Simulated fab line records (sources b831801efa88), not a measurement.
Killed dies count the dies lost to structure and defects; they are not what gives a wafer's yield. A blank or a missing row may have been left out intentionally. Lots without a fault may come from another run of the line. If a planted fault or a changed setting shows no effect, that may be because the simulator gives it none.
Which tool was responsible?    flow sky130    24 lots with 72 wafers sampled at 6 steps, on a route of 708 steps

## WHAT EACH GAUGE READ, for each wafer
SKY_VT_ADJUST_NCORE_OVL_MEAS_08. Usual: for VT_ADJUST_NCORE_OVL the level is 0.0 nm and the standard deviation is 1.5.
lot   measured      on          VT_ADJUST_NCORE_OVL (nm)  flag
L074  day 8 09:47   overlay-02  -0.2 -1.7 0.6             
L075  day 8 16:53   overlay-01  -0.4 -1.0 0.0             
L076  day 9 00:17   overlay-02  -1.3 -0.4 2.0             
L077  day 9 04:59   overlay-02  -1.0 -0.4 -0.3            
L078  day 9 14:14   overlay-01  0.5 -0.2 0.0              
L079  day 9 17:18   overlay-02  2.8 0.5 -1.4              
L080  day 10 09:02  overlay-02  -0.8 -0.1 -0.1            
L081  day 10 19:36  overlay-01  0.7 -3.6 -0.2             
L082  day 11 00:54  overlay-01  2.1 1.5 0.8               
L083  day 11 04:35  overlay-02  -1.4 -0.6 -2.7            
L084  day 11 14:29  overlay-01  0.6 -1.0 0.5              
L085  day 11 16:02  overlay-02  0.7 -0.9 -1.0             
L086  day 12 05:26  overlay-01  -3.6 -2.7 -1.8            
L087  day 12 05:39  overlay-01  -0.4 1.4 -0.4             
L088  day 12 13:23  overlay-02  2.3 0.5 -0.2              
L089  day 13 00:53  overlay-01  -2.9 -1.1 -2.3            
L090  day 13 01:14  overlay-02  1.7 1.9 0.1               
L091  day 13 10:02  overlay-02  -1.3 0.3 1.9              
L092  day 13 17:15  overlay-01  1.5 -2.4 0.8              
L093  day 14 08:33  overlay-02  2.4 2.0 4.6               
L094  day 15 02:53  overlay-01  -1.4 -1.1 -1.6            
L096  day 15 09:02  overlay-01  -2.0 -2.8 -2.3            
L095  day 15 09:26  overlay-02  2.2 2.0 0.6               
L097  day 15 19:48  overlay-01  0.4 1.9 -0.9              

SKY_POLY_CUT_CD_MEAS_08 targets a cd of 270 nm. Usual: cdNm at 270.0 nm, with a standard deviation of 1.5.
lot   measured      on        cdNm (nm)          flag
L074  day 24 05:40  cdSem-01  270.8 270.3 270.5  
L075  day 24 11:50  cdSem-02  269.6 269.8 268.8  
L076  day 25 00:13  cdSem-01  271.1 268.8 269.5  
L077  day 25 11:25  cdSem-02  269.4 267.4 269.1  
L078  day 25 15:41  cdSem-02  269.6 269.2 268.8  
L079  day 26 01:26  cdSem-01  269.0 268.3 269.8  
L080  day 26 16:23  cdSem-01  272.2 271.1 271.3  
L081  day 27 08:13  cdSem-01  268.8 267.8 269.6  
L082  day 27 13:14  cdSem-02  268.0 268.9 268.8  
L083  day 27 18:01  cdSem-01  267.4 267.2 267.8  
L084  day 28 05:04  cdSem-01  269.9 267.1 267.4  
L085  day 28 10:43  cdSem-01  270.2 270.2 267.9  
L086  day 28 21:10  cdSem-02  269.5 269.6 270.7  
L087  day 29 00:22  cdSem-01  269.9 271.2 270.8  
L088  day 29 10:17  cdSem-01  270.9 271.3 271.1  
L089  day 30 00:08  cdSem-01  271.6 271.0 270.5  
L090  day 30 02:55  cdSem-02  268.6 269.6 270.0  
L091  day 30 09:16  cdSem-01  273.0 272.0 272.2  
L092  day 30 13:36  cdSem-02  272.0 273.2 271.9  
L093  day 31 04:05  cdSem-01  270.8 269.7 270.2  
L094  day 31 21:16  cdSem-02  273.3 272.3 273.4  
L096  day 32 09:04  cdSem-02  268.0 269.6 269.5  
L095  day 32 06:58  cdSem-02  270.1 269.7 270.5  
L097  day 32 17:43  cdSem-01  270.0 270.4 271.7  

SKY_METAL5_RS_MEAS_05: a four-point-probe measurement. Usual: for METAL5_ALCU_RS the level is 0.0271 ohm/sq and the standard deviation is 0.00032.
lot   measured      on            METAL5_ALCU_RS (ohm/sq)  flag
L074  day 43 08:00  filmMetro-04  0.0269 0.0265 0.0270     
L075  day 43 09:56  filmMetro-01  0.0272 0.0266 0.0271     
L076  day 43 19:16  filmMetro-04  0.0268 0.0273 0.0275     
L077  day 44 03:25  filmMetro-01  0.0264 0.0269 0.0266     
L078  day 44 07:53  filmMetro-01  0.0271 0.0271 0.0268     
L079  day 44 11:54  filmMetro-01  0.0266 0.0270 0.0264     
L080  day 45 01:22  filmMetro-03  0.0272 0.0268 0.0267     
L081  day 45 13:26  filmMetro-03  0.0273 0.0274 0.0271     
L082  day 45 14:13  filmMetro-03  0.0272 0.0269 0.0273     
L083  day 45 19:39  filmMetro-01  0.0273 0.0275 0.0268     
L084  day 46 17:17  filmMetro-03  0.0271 0.0268 0.0274     
L085  day 46 17:35  filmMetro-01  0.0274 0.0272 0.0274     
L086  day 46 17:45  filmMetro-03  0.0273 0.0275 0.0273     
L087  day 46 18:29  filmMetro-03  0.0267 0.0270 0.0264     
L088  day 47 01:47  filmMetro-03  0.0270 0.0273 0.0272     
L089  day 47 11:49  filmMetro-04  0.0272 0.0275 0.0279     
L090  day 47 12:50  filmMetro-01  0.0275 0.0273 0.0273     
L091  day 47 16:52  filmMetro-03  0.0269 0.0264 0.0266     
L092  day 48 03:43  filmMetro-03  0.0273 0.0272 0.0275     
L093  day 48 09:50  filmMetro-03  0.0273 0.0274 0.0272     
L094  day 49 04:47  filmMetro-03  0.0276 0.0275 0.0275     
L096  day 49 05:26  filmMetro-04  0.0271 0.0272 0.0269     
L095  day 49 05:05  filmMetro-01  0.0275 0.0272 0.0271     
L097  day 49 09:49  filmMetro-03  0.0269 0.0269 0.0272     

## EACH LOT AND THE TOOL THAT RAN IT (in order: tool; ch and the chambers of the sampled wafers; start)
lot   SKY_POLY_GATE_ETCH_16              SKY_POLY_GATE_ETCH_17            SKY_METAL2_ETCH_18
L074  rieDiel-01 ch 1,3, day 16 04:27    rieSi-01 ch 0,1,3, day 16 04:33  rieMetal-04 ch 0, day 35 09:30
L075  rieDiel-01 ch 0,1,3, day 16 14:19  rieSi-01 ch 0,1,3, day 16 14:25  rieMetal-03 ch 0,1, day 35 14:22
L076  rieDiel-01 ch 1,2,3, day 17 02:01  rieSi-02 ch 0,1,2, day 17 02:07  rieMetal-01 ch 0,1, day 36 01:00
L077  rieDiel-01 ch 1,2,3, day 17 06:18  rieSi-02 ch 1,2,3, day 17 06:24  rieMetal-04 ch 0,1, day 36 09:58
L078  rieDiel-03 ch 0,1,3, day 17 17:12  rieSi-01 ch 1,2, day 17 17:18    rieMetal-01 ch 0,1, day 36 13:43
L079  rieDiel-02 ch 2,3, day 17 22:40    rieSi-01 ch 1,2,3, day 17 22:46  rieMetal-03 ch 0,1, day 36 21:22
L080  rieDiel-02 ch 0,1,2, day 18 17:36  rieSi-01 ch 1,3, day 18 17:42    rieMetal-04 ch 0,1, day 37 13:06
L081  rieDiel-01 ch 0,1,2, day 19 09:46  rieSi-02 ch 1,2,3, day 19 09:52  rieMetal-01 ch 0,1, day 38 02:11
L082  rieDiel-01 ch 1,3, day 19 14:48    rieSi-02 ch 2,3, day 19 14:54    rieMetal-03 ch 0, day 38 04:36
L083  rieDiel-02 ch 0,1,3, day 19 21:00  rieSi-02 ch 1,2,3, day 19 21:06  rieMetal-04 ch 0,1, day 38 12:18
L084  rieDiel-01 ch 1,2,3, day 20 09:36  rieSi-01 ch 2,3, day 20 09:42    rieMetal-03 ch 0,1, day 38 23:15
L085  rieDiel-01 ch 0,3, day 20 15:19    rieSi-01 ch 1,2,3, day 20 15:25  rieMetal-01 ch 0,1, day 39 01:54
L086  rieDiel-02 ch 2,3, day 21 02:54    rieSi-02 ch 1,3, day 21 03:00    rieMetal-03 ch 1, day 39 12:03
L087  rieDiel-01 ch 1,3, day 21 05:00    rieSi-01 ch 0,3, day 21 05:06    rieMetal-03 ch 0,1, day 39 13:57
L088  rieDiel-02 ch 1,2, day 21 17:39    rieSi-02 ch 0,2,3, day 21 17:45  rieMetal-04 ch 0,1, day 39 23:22
L089  rieDiel-01 ch 1,2,3, day 22 08:37  rieSi-02 ch 1,2,3, day 22 08:43  rieMetal-03 ch 0,1, day 40 10:40
L090  rieDiel-01 ch 1,2, day 22 05:00    rieSi-01 ch 0,2, day 22 05:05    rieMetal-01 ch 0,1, day 40 11:55
L091  rieDiel-02 ch 0,1,2, day 22 15:49  rieSi-01 ch 0,1,3, day 22 15:55  rieMetal-03 ch 0, day 40 18:00
L092  rieDiel-01 ch 0,3, day 22 22:33    rieSi-02 ch 0,1,2, day 22 22:38  rieMetal-01 ch 0,1, day 41 00:56
L093  rieDiel-02 ch 1,2, day 23 16:00    rieSi-01 ch 0,3, day 23 16:06    rieMetal-01 ch 0,1, day 41 12:36
L094  rieDiel-01 ch 0,2, day 24 10:03    rieSi-02 ch 0,2,3, day 24 10:09  rieMetal-04 ch 0,1, day 42 02:21
L096  rieDiel-02 ch 2,3, day 24 22:36    rieSi-02 ch 0,3, day 24 22:41    rieMetal-04 ch 0,1, day 42 12:34
L095  rieDiel-01 ch 0,1,3, day 24 21:04  rieSi-01 ch 0,1, day 24 21:10    rieMetal-04 ch 0,1, day 42 10:24
L097  rieDiel-02 ch 1,2,3, day 25 07:00  rieSi-01 ch 0,1,3, day 25 07:07  rieMetal-01 ch 0,1, day 42 20:19
- SKY_POLY_GATE_ETCH_16: etches Si3N4 in CH3F/O2, stops on poly-Si, time 147.5 s, target depth 75 nm.
- SKY_POLY_GATE_ETCH_17: etches poly-Si in HBr/Cl2, stops on SiO2, target depth 180 nm, time 70.5 s.
- SKY_METAL2_ETCH_18: etches BARC in N2/H2, stops on SiO2, time 45.9 s, target depth 60 nm.

## WHAT THE TOOLS THEMSELVES READ (means of the sampled wafers that have a number; where no wafer has one, the mark that the record gives instead)
SKY_POLY_GATE_ETCH_16. Usual: drypumpMotorCurrentA 5.6 A, standard deviation 0.49; oesProductAu 0.640 a.u., standard deviation 0.0053; throttleValvePct 10.535 %, standard deviation 0.0091.
lot   tool        drypumpMotorCurrentA (A)  oesProductAu (a.u.)  throttleValvePct (%)  flag
L074  rieDiel-01  4.9                       0.639                10.534                
L075  rieDiel-01  5.2                       0.644                10.528                
L076  rieDiel-01  5.3                       0.642                10.535                
L077  rieDiel-01  5.3                       0.633                10.540                
L078  rieDiel-03  6.0                       0.646                10.537                
L079  rieDiel-02  5.9                       0.644                10.525                
L080  rieDiel-02  5.8                       0.641                10.532                
L081  rieDiel-01  5.4                       0.643                10.536                
L082  rieDiel-01  4.9                       0.645                10.534                
L083  rieDiel-02  6.0                       0.643                10.539                
L084  rieDiel-01  5.3                       0.640                10.532                
L085  rieDiel-01  5.5                       0.641                10.527                
L086  rieDiel-02  5.9                       0.648                10.532                
L087  rieDiel-01  5.1                       0.640                10.527                
L088  rieDiel-02  5.6                       0.639                10.535                
L089  rieDiel-01  5.3                       0.634                10.526                
L090  rieDiel-01  5.1                       0.639                10.532                
L091  rieDiel-02  5.8                       0.636                10.539                
L092  rieDiel-01  5.4                       0.640                10.535                
L093  rieDiel-02  5.7                       0.637                10.533                
L094  rieDiel-01  5.8                       0.640                10.536                
L096  rieDiel-02  5.9                       0.637                10.537                
L095  rieDiel-01  5.2                       0.639                10.540                
L097  rieDiel-02  5.9                       0.643                10.539                

SKY_POLY_GATE_ETCH_17. Usual: drypumpMotorCurrentA 5.9 A, standard deviation 0.54; oesProductAu 0.985 a.u., standard deviation 0.0093; throttleValvePct 33.683 %, standard deviation 0.0086.
lot   tool      drypumpMotorCurrentA (A)  oesProductAu (a.u.)  throttleValvePct (%)  flag
L074  rieSi-01  5.5                       0.985                33.693                
L075  rieSi-01  5.5                       0.988                33.683                
L076  rieSi-02  6.3                       0.985                33.680                
L077  rieSi-02  6.5                       0.990                33.689                
L078  rieSi-01  5.6                       0.985                33.688                
L079  rieSi-01  5.4                       0.988                33.686                
L080  rieSi-01  5.2                       0.979                33.687                
L081  rieSi-02  6.4                       0.979                33.686                
L082  rieSi-02  6.4                       0.986                33.679                
L083  rieSi-02  6.4                       0.985                33.682                
L084  rieSi-01  5.0                       0.990                33.680                
L085  rieSi-01  5.4                       0.993                33.680                
L086  rieSi-02  6.5                       0.980                33.683                
L087  rieSi-01  5.4                       0.969                33.687                
L088  rieSi-02  6.2                       0.990                33.679                
L089  rieSi-02  6.4                       0.984                33.683                
L090  rieSi-01  5.6                       0.975                33.684                
L091  rieSi-01  5.5                       0.983                33.685                
L092  rieSi-02  6.3                       0.994                33.681                
L093  rieSi-01  5.4                       0.985                33.687                
L094  rieSi-02  6.2                       0.981                33.692                
L096  rieSi-02  6.0                       0.982                33.684                
L095  rieSi-01  5.8                       0.987                33.677                
L097  rieSi-01  5.5                       0.988                33.676                

SKY_METAL2_ETCH_18. Usual: drypumpMotorCurrentA 5.7 A, standard deviation 0.35; oesProductAu 0.855 a.u., standard deviation 0.005; throttleValvePct 13.225 %, standard deviation 0.0087.
lot   tool         drypumpMotorCurrentA (A)  oesProductAu (a.u.)  throttleValvePct (%)  flag
L074  rieMetal-04  5.5                       0.858                13.227                
L075  rieMetal-03  6.0                       0.857                13.229                
L076  rieMetal-01  5.8                       0.851                13.229                
L077  rieMetal-04  5.3                       0.853                13.224                
L078  rieMetal-01  5.7                       0.851                13.234                
L079  rieMetal-03  6.0                       0.860                13.225                
L080  rieMetal-04  5.4                       0.852                13.224                
L081  rieMetal-01  5.8                       0.857                13.226                
L082  rieMetal-03  5.5                       0.851                13.229                
L083  rieMetal-04  5.4                       0.855                13.219                
L084  rieMetal-03  6.0                       0.850                13.224                
L085  rieMetal-01  5.7                       0.858                13.219                
L086  rieMetal-03  6.3                       0.854                13.228                
L087  rieMetal-03  6.0                       0.853                13.233                
L088  rieMetal-04  5.3                       0.854                13.228                
L089  rieMetal-03  5.8                       0.855                13.227                
L090  rieMetal-01  5.8                       0.852                13.221                
L091  rieMetal-03  5.5                       0.860                13.217                
L092  rieMetal-01  5.8                       0.855                13.234                
L093  rieMetal-01  5.8                       0.856                13.229                
L094  rieMetal-04  5.3                       0.857                13.224                
L096  rieMetal-04  5.4                       0.858                13.236                
L095  rieMetal-04  5.4                       0.856                13.216                
L097  rieMetal-01  5.8                       0.856                13.233                

## THE ANSWER, worked out from the rows above alone
Rule: lot off if the mean of its wafers having a number is beyond 3 standard deviations from the usual mean. Also off: a lot with no number at a reading for which 4 or more lots have one. Where the step has rows for the other lots, those lots are counted as sound. After the gauges, taken in route order, come the tools' own readings; for these a lot's mean is taken, as printed above. At the first step where some lot is off, the reading lying furthest off is the one used; lots without a number count as furthest.
No lot is off on any of the readings shown, so nothing can be concluded from this.

## WHAT WAS PUT IN BY THE SIMULATOR
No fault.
